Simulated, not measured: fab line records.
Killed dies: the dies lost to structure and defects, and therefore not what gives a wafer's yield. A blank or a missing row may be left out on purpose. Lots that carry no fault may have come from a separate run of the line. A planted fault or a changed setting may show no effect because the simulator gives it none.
fab line records :: flow sky130 :: part 2 of 2: steps 30 to 41 of 41
[record]
  lots = 5
  wafers = 15
  lastDay = 50
route steps=708 shown SONOS_ONO@177 GATE_OXIDE@187 POLY_GATE@204 RES_PROTECT@206
lots that met no fault: from a run of the same line without faults
startH: start of the lot's first displayed wafer, in hours after the record's first day :: waitH: hours from the lot's prior step to this one :: " unchanged from the row above :: L1.1+2: several wafers, shown together as one row :: - no value, or no start was given :: * or withheld: withheld :: < > ~ a bound
route shown NAME@n: names a module that has steps shown in the file, with the first one's number in the route :: usual: mean/standard deviation of fault-free wafers :: same: alike in all rows :: chamber/n: place in a boat :: sites: each site's reading :: _std_site: the standard deviation of these :: _edge_site: inner sites' mean taken away from outer sites' mean :: radiusMm: for every site, how far away it sits from the centre of the wafer :: mask NAME#n: copy n :: behind: the most recent tool/chamber to have shaped the wafer :: hold: cause of the lot's hold/its duration in hours/its outcome :: device: the transistor (n, p or np) that didn't switch :: end of line: at the end of the route, the tests of the same wafers :: a step given without rows: its recipe and nothing more :: killed: count of dies lost to structure and defects at first sort (not the wafer's yield) :: map: dies across one wafer; x = killed, . = not, _ = none there
set.NAME: the setting the step ran with; set.NAME@STEP: the setting that earlier step ran with :: model.NAME: the simulator's own value behind a step, which no gauge read
certain route steps with their lots: each step a table, each wafer a row
services: the hour from which a tool's chamber was out of use, counted from the record's first day as startH (under 0 if before that day), plus the number of hours and why
[[steps]]
[step SKY_RES_PROTECT_DEHYDRATE_00]
[recipe]
  tempC = 200
  timeS = 60
[usual]
  plateTempC = 200.00/0.17
lot.wafer: L088.3
tool: lithoTrack-01
chamber: 0
startH: 449.97
waitH: 14.7
plateTempC: 199.77

lot.wafer: L088.5
tool: lithoTrack-01
chamber: 0
startH: 449.97
waitH: 14.7
plateTempC: 199.87

lot.wafer: L088.6
tool: lithoTrack-01
chamber: 0
startH: 449.97
waitH: 14.7
plateTempC: 199.65

lot.wafer: L089.3
tool: lithoTrack-03
chamber: 0
startH: 450.29
waitH: 15.0
plateTempC: 200.12

lot.wafer: L089.5
tool: lithoTrack-03
chamber: 0
startH: 450.29
waitH: 15.0
plateTempC: 200.12

lot.wafer: L089.6
tool: lithoTrack-03
chamber: 0
startH: 450.29
waitH: 15.0
plateTempC: 200.41

lot.wafer: L090.1
tool: lithoTrack-01
chamber: 0
startH: 460.47
waitH: 14.7
plateTempC: 200.28

lot.wafer: L090.2
tool: lithoTrack-01
chamber: 0
startH: 460.47
waitH: 14.7
plateTempC: 200.03

lot.wafer: L090.4
tool: lithoTrack-01
chamber: 0
startH: 460.47
waitH: 14.7
plateTempC: 200.05

lot.wafer: L092.3
tool: lithoTrack-03
chamber: 0
startH: 480.44
waitH: 13.9
plateTempC: 199.99

lot.wafer: L092.4
tool: lithoTrack-03
chamber: 0
startH: 480.44
waitH: 13.9
plateTempC: 200.16

lot.wafer: L092.6
tool: lithoTrack-03
chamber: 0
startH: 480.44
waitH: 13.9
plateTempC: 199.88

lot.wafer: L093.1
tool: lithoTrack-01
chamber: 0
startH: 490.72
waitH: 14.9
plateTempC: 200.07

lot.wafer: L093.2
tool: lithoTrack-01
chamber: 0
startH: 490.72
waitH: 14.9
plateTempC: 200.02

lot.wafer: L093.4
tool: lithoTrack-01
chamber: 0
startH: 490.72
waitH: 14.9
plateTempC: 199.96
[step SKY_RES_PROTECT_HMDS_01]
[recipe]
  primeTimeS = 60
  primeTempC = 120
[usual]
  primeTempC = 120.01/0.12
lot.wafer: L088.3
tool: lithoTrack-01
chamber: 0
startH: 450.12
waitH: 0.1
primeTempC: 120.00

lot.wafer: L088.5
tool: lithoTrack-01
chamber: 0
startH: 450.12
waitH: 0.1
primeTempC: 119.92

lot.wafer: L088.6
tool: lithoTrack-01
chamber: 0
startH: 450.12
waitH: 0.1
primeTempC: 119.81

lot.wafer: L089.3
tool: lithoTrack-03
chamber: 0
startH: 450.44
waitH: 0.1
primeTempC: 119.90

lot.wafer: L089.5
tool: lithoTrack-03
chamber: 0
startH: 450.44
waitH: 0.1
primeTempC: 120.16

lot.wafer: L089.6
tool: lithoTrack-03
chamber: 0
startH: 450.44
waitH: 0.1
primeTempC: 119.93

lot.wafer: L090.1
tool: lithoTrack-01
chamber: 0
startH: 460.62
waitH: 0.1
primeTempC: 120.14

lot.wafer: L090.2
tool: lithoTrack-01
chamber: 0
startH: 460.62
waitH: 0.1
primeTempC: 120.11

lot.wafer: L090.4
tool: lithoTrack-01
chamber: 0
startH: 460.62
waitH: 0.1
primeTempC: 120.04

lot.wafer: L092.3
tool: lithoTrack-03
chamber: 0
startH: 480.59
waitH: 0.1
primeTempC: 119.86

lot.wafer: L092.4
tool: lithoTrack-03
chamber: 0
startH: 480.59
waitH: 0.1
primeTempC: 119.98

lot.wafer: L092.6
tool: lithoTrack-03
chamber: 0
startH: 480.59
waitH: 0.1
primeTempC: 119.89

lot.wafer: L093.1
tool: lithoTrack-01
chamber: 0
startH: 490.87
waitH: 0.1
primeTempC: 119.85

lot.wafer: L093.2
tool: lithoTrack-01
chamber: 0
startH: 490.87
waitH: 0.1
primeTempC: 119.87

lot.wafer: L093.4
tool: lithoTrack-01
chamber: 0
startH: 490.87
waitH: 0.1
primeTempC: 119.97
[step SKY_RES_PROTECT_COAT_02]
[recipe]
  resist = NOVOLAK
  spinRpm = 3000
  resistThkNm = 1140
lot.wafer: L088.3+5+6
tool: lithoTrack-01
chamber: 0
startH: 450.27
waitH: 0.1

lot.wafer: L089.3+5+6
tool: lithoTrack-03
chamber: 0
startH: 450.59
waitH: 0.1

lot.wafer: L090.1+2+4
tool: lithoTrack-01
chamber: 0
startH: 460.77
waitH: 0.1

lot.wafer: L092.3+4+6
tool: lithoTrack-03
chamber: 0
startH: 480.74
waitH: 0.1

lot.wafer: L093.1+2+4
tool: lithoTrack-01
chamber: 0
startH: 491.02
waitH: 0.1
[step SKY_RES_PROTECT_SOFTBAKE_03]
[recipe]
  tempC = 90
  timeS = 60
  resist = NOVOLAK
[usual]
  plateTempC = 89.97/0.14
lot.wafer: L088.3
tool: lithoTrack-01
chamber: 0
startH: 450.42
waitH: 0.1
plateTempC: 89.77

lot.wafer: L088.5
tool: lithoTrack-01
chamber: 0
startH: 450.42
waitH: 0.1
plateTempC: 89.88

lot.wafer: L088.6
tool: lithoTrack-01
chamber: 0
startH: 450.42
waitH: 0.1
plateTempC: 89.88

lot.wafer: L089.3
tool: lithoTrack-03
chamber: 0
startH: 450.74
waitH: 0.1
plateTempC: 90.04

lot.wafer: L089.5
tool: lithoTrack-03
chamber: 0
startH: 450.74
waitH: 0.1
plateTempC: 90.00

lot.wafer: L089.6
tool: lithoTrack-03
chamber: 0
startH: 450.74
waitH: 0.1
plateTempC: 90.03

lot.wafer: L090.1
tool: lithoTrack-01
chamber: 0
startH: 460.92
waitH: 0.1
plateTempC: 89.88

lot.wafer: L090.2
tool: lithoTrack-01
chamber: 0
startH: 460.92
waitH: 0.1
plateTempC: 89.89

lot.wafer: L090.4
tool: lithoTrack-01
chamber: 0
startH: 460.92
waitH: 0.1
plateTempC: 89.72

lot.wafer: L092.3
tool: lithoTrack-03
chamber: 0
startH: 480.89
waitH: 0.1
plateTempC: 90.16

lot.wafer: L092.4
tool: lithoTrack-03
chamber: 0
startH: 480.89
waitH: 0.1
plateTempC: 90.01

lot.wafer: L092.6
tool: lithoTrack-03
chamber: 0
startH: 480.89
waitH: 0.1
plateTempC: 89.96

lot.wafer: L093.1
tool: lithoTrack-01
chamber: 0
startH: 491.17
waitH: 0.1
plateTempC: 90.24

lot.wafer: L093.2
tool: lithoTrack-01
chamber: 0
startH: 491.17
waitH: 0.1
plateTempC: 90.15

lot.wafer: L093.4
tool: lithoTrack-01
chamber: 0
startH: 491.17
waitH: 0.1
plateTempC: 90.04
[step SKY_RES_PROTECT_EXPOSE_04]
[recipe]
  maskId = RPM
  na = 0.6
  sourceShape = conventional
  sigmaOuter = 0.6
  polarization = unpolarized
  targetCdNm = 1270
  doseMj = 131
lot.wafer: L088.3+5+6
tool: ilineStepper-01
chamber: 0
startH: -
waitH: -
mask: RPM#0

lot.wafer: L089.3+5+6
tool: ilineStepper-02
chamber: 0
startH: -
waitH: -
mask: RPM#0

lot.wafer: L090.1+2+4
tool: ilineStepper-02
chamber: 0
startH: -
waitH: -
mask: RPM#0

lot.wafer: L092.3+4+6
tool: ilineStepper-02
chamber: 0
startH: -
waitH: -
mask: RPM#0

lot.wafer: L093.1+2+4
tool: ilineStepper-01
chamber: 0
startH: -
waitH: -
mask: RPM#0
[step SKY_RES_PROTECT_PEB_05]
[recipe]
  tempC = withheld
  timeS = *
  resist = NOVOLAK
lot.wafer: L088.3+5+6
tool: lithoTrack-04
chamber: 0
startH: -
waitH: -

lot.wafer: L089.3+5+6
tool: lithoTrack-04
chamber: 0
startH: -
waitH: -

lot.wafer: L090.1+2+4
tool: lithoTrack-01
chamber: 0
startH: -
waitH: -

lot.wafer: L092.3+4+6
tool: lithoTrack-04
chamber: 0
startH: -
waitH: -

lot.wafer: L093.1+2+4
tool: lithoTrack-04
chamber: 0
startH: -
waitH: -
[step SKY_RES_PROTECT_DEVELOP_06]
[recipe]
  resist = NOVOLAK
  developer = TMAH
  developTimeS = 61.77
  devTempC = 23
lot.wafer: L088.3+5+6
tool: lithoTrack-04
chamber: 0
startH: 465.73
waitH: 0.1

lot.wafer: L089.3+5+6
tool: lithoTrack-04
chamber: 0
startH: 466.03
waitH: 0.1

lot.wafer: L090.1+2+4
tool: lithoTrack-01
chamber: 0
startH: 475.87
waitH: 0.1

lot.wafer: L092.3+4+6
tool: lithoTrack-04
chamber: 0
startH: 496.68
waitH: 0.1

lot.wafer: L093.1+2+4
tool: lithoTrack-04
chamber: 0
startH: 505.78
waitH: 0.1
[step SKY_POLY_GATE_IMPLANT_02]
[recipe]
  species = P
  energyKev = 30
  doseCm2 = 7.7e+15
  tiltDeg = 0
lot.wafer: L088.3+5+6
tool: implanter-03
chamber: 0
startH: 465.88
waitH: 0.1

lot.wafer: L089.3+5+6
tool: implanter-01
chamber: 0
startH: 466.18
waitH: 0.1

lot.wafer: L090.1+2+4
tool: implanter-02
chamber: 0
startH: 476.02
waitH: 0.1

lot.wafer: L092.3+4+6
tool: implanter-03
chamber: 0
startH: 496.83
waitH: 0.1

lot.wafer: L093.1+2+4
tool: implanter-01
chamber: 0
startH: 505.93
waitH: 0.1
[step SKY_RES_PROTECT_STRIP_07]
[recipe]
  chemistry = O2/N2
  powerW = 1400
  pressureMtorr = 1500
  platenTempC = withheld
  o2FlowSccm = 3000
  n2FlowSccm = 300
  overashFraction = 0.5
[usual]
  drypumpMotorCurrentA = 5.6/0.65
  oesProductAu = 0.518/0.0043
  stripTimeToEndpointS = 23.26/0.04
lot.wafer: L088.3
tool: plasmaAsher-02
chamber: 0
startH: 466.02
waitH: 0.1
drypumpMotorCurrentA: 4.9
oesProductAu: 0.521
rfHoursCounterH: -
stripTimeToEndpointS: 23.23

lot.wafer: L088.5
tool: plasmaAsher-02
chamber: 0
startH: 466.02
waitH: 0.1
drypumpMotorCurrentA: 5.0
oesProductAu: 0.522
rfHoursCounterH: -
stripTimeToEndpointS: 23.26

lot.wafer: L088.6
tool: plasmaAsher-02
chamber: 1
startH: 466.02
waitH: 0.1
drypumpMotorCurrentA: 6.1
oesProductAu: 0.519
rfHoursCounterH: -
stripTimeToEndpointS: 23.25

lot.wafer: L089.3
tool: plasmaAsher-04
chamber: 0
startH: 466.32
waitH: 0.1
drypumpMotorCurrentA: 6.6
oesProductAu: 0.521
rfHoursCounterH: -
stripTimeToEndpointS: 23.24

lot.wafer: L089.5
tool: plasmaAsher-04
chamber: 1
startH: 466.32
waitH: 0.1
drypumpMotorCurrentA: 5.8
oesProductAu: 0.521
rfHoursCounterH: -
stripTimeToEndpointS: 23.30

lot.wafer: L089.6
tool: plasmaAsher-04
chamber: 0
startH: 466.32
waitH: 0.1
drypumpMotorCurrentA: 6.6
oesProductAu: 0.517
rfHoursCounterH: -
stripTimeToEndpointS: 23.29

lot.wafer: L090.1
tool: plasmaAsher-04
chamber: 0
startH: 476.17
waitH: 0.1
drypumpMotorCurrentA: 6.6
oesProductAu: 0.518
rfHoursCounterH: 33
stripTimeToEndpointS: 23.27

lot.wafer: L090.2
tool: plasmaAsher-04
chamber: 1
startH: 476.17
waitH: 0.1
drypumpMotorCurrentA: 5.8
oesProductAu: 0.517
rfHoursCounterH: 33
stripTimeToEndpointS: 23.29

lot.wafer: L090.4
tool: plasmaAsher-04
chamber: 0
startH: 476.17
waitH: 0.1
drypumpMotorCurrentA: 6.7
oesProductAu: 0.513
rfHoursCounterH: -
stripTimeToEndpointS: 23.27

lot.wafer: L092.3
tool: plasmaAsher-02
chamber: 1
startH: 496.97
waitH: 0.1
drypumpMotorCurrentA: 6.1
oesProductAu: 0.519
rfHoursCounterH: -
stripTimeToEndpointS: 23.28

lot.wafer: L092.4
tool: plasmaAsher-02
chamber: 0
startH: 496.97
waitH: 0.1
drypumpMotorCurrentA: 5.0
oesProductAu: 0.518
rfHoursCounterH: -
stripTimeToEndpointS: 23.27

lot.wafer: L092.6
tool: plasmaAsher-02
chamber: 0
startH: 496.97
waitH: 0.1
drypumpMotorCurrentA: 5.0
oesProductAu: 0.517
rfHoursCounterH: -
stripTimeToEndpointS: 23.29

lot.wafer: L093.1
tool: plasmaAsher-02
chamber: 0
startH: 506.08
waitH: 0.1
drypumpMotorCurrentA: 5.0
oesProductAu: 0.514
rfHoursCounterH: 8
stripTimeToEndpointS: 23.19

lot.wafer: L093.2
tool: plasmaAsher-02
chamber: 1
startH: 506.08
waitH: 0.1
drypumpMotorCurrentA: 6.1
oesProductAu: 0.519
rfHoursCounterH: 8
stripTimeToEndpointS: 23.21

lot.wafer: L093.4
tool: plasmaAsher-02
chamber: 0
startH: 506.08
waitH: 0.1
drypumpMotorCurrentA: 5.0
oesProductAu: 0.522
rfHoursCounterH: -
stripTimeToEndpointS: 23.15
[step SKY_RES_PROTECT_TW_MEAS_08]
[usual]
  POLY_GATE_TW = 4028/22
lot.wafer: L088.3
tool: filmMetro-03
chamber: -
startH: 466.10
waitH: 0.1
POLY_GATE_TW: 3994

lot.wafer: L088.5
tool: filmMetro-03
chamber: -
startH: 466.10
waitH: 0.1
POLY_GATE_TW: 3987

lot.wafer: L088.6
tool: filmMetro-03
chamber: -
startH: 466.10
waitH: 0.1
POLY_GATE_TW: 4008

lot.wafer: L089.3
tool: filmMetro-01
chamber: -
startH: 466.40
waitH: 0.1
POLY_GATE_TW: 4071

lot.wafer: L089.5
tool: filmMetro-01
chamber: -
startH: 466.40
waitH: 0.1
POLY_GATE_TW: 4085

lot.wafer: L089.6
tool: filmMetro-01
chamber: -
startH: 466.40
waitH: 0.1
POLY_GATE_TW: 4090

lot.wafer: L090.1
tool: filmMetro-04
chamber: -
startH: 476.27
waitH: 0.1
POLY_GATE_TW: 4038

lot.wafer: L090.2
tool: filmMetro-04
chamber: -
startH: 476.27
waitH: 0.1
POLY_GATE_TW: 4049

lot.wafer: L090.4
tool: filmMetro-04
chamber: -
startH: 476.27
waitH: 0.1
POLY_GATE_TW: 4026

lot.wafer: L092.3
tool: filmMetro-04
chamber: -
startH: 497.05
waitH: 0.1
POLY_GATE_TW: 4027

lot.wafer: L092.4
tool: filmMetro-04
chamber: -
startH: 497.05
waitH: 0.1
POLY_GATE_TW: 4027

lot.wafer: L092.6
tool: filmMetro-04
chamber: -
startH: 497.05
waitH: 0.1
POLY_GATE_TW: 4028

lot.wafer: L093.1
tool: filmMetro-04
chamber: -
startH: 506.18
waitH: 0.1
POLY_GATE_TW: 3994

lot.wafer: L093.2
tool: filmMetro-04
chamber: -
startH: 506.18
waitH: 0.1
POLY_GATE_TW: 4009

lot.wafer: L093.4
tool: filmMetro-04
chamber: -
startH: 506.18
waitH: 0.1
POLY_GATE_TW: 3982
[step SKY_RES_PROTECT_CLEAN_09]
[recipe]
  chemistry = SC1/SC2
  mix = 1:4:20
  tempC = 70
  timeS = 150
  dry = n2Spin
lot.wafer: L088.3+5+6
tool: wetBench-01
chamber: 0
startH: 466.14
waitH: 0.0

lot.wafer: L089.3+5+6
tool: wetBench-02
chamber: 3
startH: 466.44
waitH: 0.0

lot.wafer: L090.1+2+4
tool: wetBench-02
chamber: 1
startH: 476.33
waitH: 0.1

lot.wafer: L092.3+4+6
tool: wetBench-03
chamber: 3
startH: 497.09
waitH: 0.0

lot.wafer: L093.1+2+4
tool: wetBench-01
chamber: 0
startH: 506.24
waitH: 0.1
[step SKY_POLY_GATE_CVD_03]
[recipe]
  material = Si3N4
  precursor = DCS/NH3
  targetThkNm = 75
  tempC = 770
  timeS = 1290
  pressureMtorr = 250
[usual]
  zonePowerLowerPct = 13.8/0.39
lot.wafer: L088.3
tool: lpcvd-02
chamber: 0
startH: 466.53
waitH: 0.3
zonePowerLowerPct: 14.2

lot.wafer: L088.5
tool: lpcvd-02
chamber: 0
startH: 466.53
waitH: 0.3
zonePowerLowerPct: 14.3

lot.wafer: L088.6
tool: lpcvd-02
chamber: 0
startH: 466.53
waitH: 0.3
zonePowerLowerPct: 14.3

lot.wafer: L089.3
tool: lpcvd-02
chamber: 1
startH: 466.53
waitH: 0.0
zonePowerLowerPct: 13.5

lot.wafer: L089.5
tool: lpcvd-02
chamber: 1
startH: 466.53
waitH: 0.0
zonePowerLowerPct: 13.3

lot.wafer: L089.6
tool: lpcvd-02
chamber: 1
startH: 466.53
waitH: 0.0
zonePowerLowerPct: 13.6

lot.wafer: L090.1
tool: lpcvd-02
chamber: 1
startH: 476.53
waitH: 0.1
zonePowerLowerPct: 13.3

lot.wafer: L090.2
tool: lpcvd-02
chamber: 1
startH: 476.53
waitH: 0.1
zonePowerLowerPct: 13.5

lot.wafer: L090.4
tool: lpcvd-02
chamber: 1
startH: 476.53
waitH: 0.1
zonePowerLowerPct: 13.6

lot.wafer: L092.3
tool: lpcvd-02
chamber: 0
startH: 497.59
waitH: 0.4
zonePowerLowerPct: 14.2

lot.wafer: L092.4
tool: lpcvd-02
chamber: 0
startH: 497.59
waitH: 0.4
zonePowerLowerPct: 14.4

lot.wafer: L092.6
tool: lpcvd-02
chamber: 0
startH: 497.59
waitH: 0.4
zonePowerLowerPct: 14.3

lot.wafer: L093.1
tool: lpcvd-02
chamber: 1
startH: 506.29
waitH: 0.0
zonePowerLowerPct: 13.5

lot.wafer: L093.2
tool: lpcvd-02
chamber: 1
startH: 506.29
waitH: 0.0
zonePowerLowerPct: 13.4

lot.wafer: L093.4
tool: lpcvd-02
chamber: 1
startH: 506.29
waitH: 0.0
zonePowerLowerPct: 13.3
[[services]]
tool: ilineStepper-02
chamber: -
startH: 362.19
hours: 1.7
kind: pm

tool: wetBench-04
chamber: -
startH: 363.25
hours: 1.6
kind: repair

tool: ilineStepper-01
chamber: -
startH: 376.34
hours: 1.7
kind: pm

tool: implanter-02
chamber: -
startH: 380.73
hours: 2.9
kind: pm

tool: implanter-01
chamber: -
startH: 393.61
hours: 4.6
kind: pm

tool: implanter-02
chamber: -
startH: 400.26
hours: 9.7
kind: pm

tool: furnace-02
chamber: -
startH: 406.03
hours: 35.0
kind: repair

tool: rieDiel-01
chamber: 3
startH: 407.79
hours: 2.6
kind: repair

tool: ilineStepper-02
chamber: -
startH: 419.94
hours: 2.1
kind: pm

tool: plasmaAsher-02
chamber: -
startH: 421.25
hours: 9.0
kind: pm

tool: wetBench-03
chamber: -
startH: 423.06
hours: 3.0
kind: repair

tool: implanter-01
chamber: -
startH: 429.52
hours: 1.7
kind: repair

tool: rieDiel-01
chamber: 3
startH: 433.77
hours: 2.9
kind: repair

tool: plasmaAsher-01
chamber: -
startH: 434.18
hours: 14.6
kind: pm

tool: furnace-01
chamber: -
startH: 446.76
hours: 2.6
kind: pm

tool: plasmaAsher-02
chamber: -
startH: 460.10
hours: 0.5
kind: repair

tool: plasmaAsher-02
chamber: -
startH: 460.46
hours: 0.8
kind: repair

tool: ilineStepper-01
chamber: -
startH: 471.59
hours: 16.7
kind: repair

tool: ilineStepper-02
chamber: -
startH: 488.84
hours: 4.4
kind: pm

tool: lpcvd-02
chamber: -
startH: 490.83
hours: 2.5
kind: repair

tool: furnace-02
chamber: -
startH: 498.39
hours: 3.4
kind: pm

tool: ilineStepper-01
chamber: -
startH: 498.83
hours: 2.3
kind: repair

tool: ilineStepper-02
chamber: -
startH: 499.43
hours: 2.6
kind: repair

tool: rieDiel-01
chamber: 0
startH: 505.21
hours: 16.3
kind: repair
